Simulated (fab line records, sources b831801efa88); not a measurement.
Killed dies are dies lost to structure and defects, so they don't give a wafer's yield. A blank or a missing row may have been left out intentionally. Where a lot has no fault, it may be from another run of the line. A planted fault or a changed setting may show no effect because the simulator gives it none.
Chamber matching ; flow gf180mcu ; GF_V3_ETCH_16 on rie-diel-03: 4 sister chambers
The step etches BARC in N2/H2. 4 wafers are shown with their chamber, then 10 later ones without.

## EACH WAFER AND ITS CHAMBER
wafer;chamber;drypump-motor-current-A (A)
L085.4;3;5.1
L085.6;1;6.3
L090.1;0;5.2
L090.3;2;5.9

## WAFERS MISSING THEIR CHAMBER
wafer;drypump-motor-current-A (A)
L090.6;6.3
L093.3;5.2
L093.5;6.2
L093.6;5.9
L094.4;6.3
L094.5;5.1
L094.6;6.0
L096.1;6.0
L096.3;5.1
L096.6;5.2

## WHICH CHAMBER EACH ONE RAN IN
wafer;from the rows above;in truth
L090.6;1;1
L093.3;can't be placed: 0 or 3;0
L093.5;1;1
L093.6;2;2
L094.4;1;1
L094.5;can't be placed: 3 or 0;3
L094.6;2;2
L096.1;2;2
L096.3;can't be placed: 3 or 0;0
L096.6;can't be placed: 0 or 3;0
Correctly placed: 6 of 10. Unplaceable from these rows: 4, with the true chamber sitting among the candidates in 4. Placed wrongly: 0.
How it was worked out, from the rows above alone: a wafer's distance from a chamber is the root of the sum, over the readings, of the square of ((its reading less the chamber's mean) divided by the reading's scatter). If the next closest chamber is less than 2 further off than the closest, the wafer can't be placed; otherwise it belongs to the closest. Each chamber's mean is taken over the wafers shown for it. The scatter: with one shown wafer a chamber, the root of the mean of the squares of how far each hidden wafer lies from its nearest shown one.
